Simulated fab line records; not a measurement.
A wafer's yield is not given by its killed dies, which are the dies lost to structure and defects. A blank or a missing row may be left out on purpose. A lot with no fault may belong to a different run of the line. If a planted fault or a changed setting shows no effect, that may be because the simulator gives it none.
Which of the tools did it? + flow sky130 + 11 lots, 33 wafers sampled, at 2 steps of a route of 708

== WHAT THE GAUGES SHOWED, per wafer ==
SKY_PWDE_TW_MEAS_10.
| lot  | measured    | on            | PWDE_TW           |
|------|-------------|---------------|-------------------|
| L762 | day 3 18:54 | film metro-02 | 379.2 379.3 379.8 |
| L763 | day 4 01:21 | film metro-01 | 374.3 374.1 375.5 |
| L765 | day 4 10:09 | film metro-01 | 374.0 374.5 375.7 |
| L766 | day 4 15:32 | film metro-02 | 376.8 377.1 378.2 |
| L767 | day 4 22:20 | film metro-02 | 377.2 376.3 376.9 |
| L768 | day 5 08:26 | film metro-04 | 372.2 373.7 372.2 |
| L769 | day 5 13:20 | film metro-01 | 375.8 375.7 376.4 |
| L772 | day 6 03:53 | film metro-01 | 373.2 372.5 373.6 |
| L778 | day 7 12:17 | film metro-01 | 344.2 344.3 344.1 |
| L783 | day 8 20:37 | film metro-01 | 343.0 342.5 344.4 |
| L785 | day 9 11:30 | film metro-04 | 374.3 374.0 371.2 |

== EACH LOT AND THE TOOL THAT RAN IT (in order: tool; ch and the chambers of the sampled wafers; start) ==
| lot  | SKY_PWDE_IMPLANT_08            |
|------|--------------------------------|
| L762 | implanter-04 ch 0, day 3 18:42 |
| L763 | implanter-04 ch 0, day 4 01:06 |
| L765 | implanter-02 ch 0, day 4 09:55 |
| L766 | implanter-04 ch 0, day 4 15:20 |
| L767 | implanter-03 ch 0, day 4 22:05 |
| L768 | implanter-04 ch 0, day 5 08:12 |
| L769 | implanter-02 ch 0, day 5 13:06 |
| L772 | implanter-04 ch 0, day 6 03:39 |
| L778 | implanter-04 ch 0, day 7 12:02 |
| L783 | implanter-04 ch 0, day 8 20:24 |
| L785 | implanter-02 ch 0, day 9 11:15 |
- SKY_PWDE_IMPLANT_08

== THE ANSWER, worked out from the rows above alone ==
Rule: what is usual is taken from the lots themselves. Put in order of their means at a reading, lots are off if they are a third of the lots or fewer, leave a main group of 4 or more, and stand apart from it by a gap of 3 or more times the standard deviation of the main group's means; of several such gaps the widest counts. The tables above print the reading to a certain number of digits; a main group whose means all agree to those digits is not used. Also off: a lot with no number at a reading for which 4 or more lots have one. Any other lot the step has rows for is counted as sound.
Off: L778, L783, at SKY_PWDE_TW_MEAS_10 (PWDE_TW). Main group: mean 375.3, sd 2.1.
A tool fits if, at a process step before that reading, it ran every lot that is off, and no sound lot after the first of them. Gauges at SKY_PWDE_TW_MEAS_10: tried the same way as those tools. This does not decide it: 2 tools fit, namely implanter-04 at SKY_PWDE_IMPLANT_08 and film metro-01 at SKY_PWDE_TW_MEAS_10.

== WHAT THE SIMULATOR PUT IN ==
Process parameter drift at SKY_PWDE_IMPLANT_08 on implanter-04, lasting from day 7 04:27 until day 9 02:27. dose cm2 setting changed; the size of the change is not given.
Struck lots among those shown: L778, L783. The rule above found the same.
